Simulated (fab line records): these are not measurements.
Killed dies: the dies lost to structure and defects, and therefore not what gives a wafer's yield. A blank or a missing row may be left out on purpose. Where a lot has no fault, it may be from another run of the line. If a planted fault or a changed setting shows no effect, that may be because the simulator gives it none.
Matching of chambers	flow gf180mcu	cmp-01 running GF_V4_CMP_04: 4 sister chambers
The step polishes SiO2. 8 wafers are shown with their chamber, then 7 later ones without.

EACH WAFER AND ITS CHAMBER
wafer	chamber	motor-current-A (A)	time-to-endpoint-s (s)
L607.4	2	11.4	79
L608.5	1	11.9	82
L608.6	2	11.8	84
L617.1	0	11.9	75
L617.3	1	11.4	80
L617.6	3	10.4	85
L620.1	0	12.2	77
L620.2	3	10.2	82

WAFERS MISSING THEIR CHAMBER
wafer	motor-current-A (A)	time-to-endpoint-s (s)
L620.3	11.6	79
L622.2	11.6	74
L622.3	11.6	84
L622.5	11.5	80
L625.4	12.2	84
L625.5	11.9	87
L625.6	10.7	85

THE CHAMBER EACH PASSED THROUGH
wafer	from the rows above	in truth
L620.3	can't be placed: 1 or 2 or 0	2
L622.2	can't be placed: 0 or 1 or 2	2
L622.3	can't be placed: 2 or 1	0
L622.5	can't be placed: 1 or 2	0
L625.4	can't be placed: 1 or 2 or 0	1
L625.5	can't be placed: 2 or 1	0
L625.6	3	3
Placed correctly: 1 of 7. From these rows, 6 cannot be placed; in 3 the true chamber is one of the candidates. Number placed wrongly: 0.
How it was worked out, from the rows above alone: a wafer's distance from a chamber is the root of the sum, over the readings, of the square of ((its reading less the chamber's mean) divided by the reading's scatter). If the next closest chamber is less than 2 further off than the closest, the wafer can't be placed; otherwise it belongs to the closest. Each chamber's mean is taken over the wafers shown for it. The scatter: take each reading less its chamber's mean, square it, sum over the shown wafers, divide by the number of wafers less the number of chambers, and take the root.
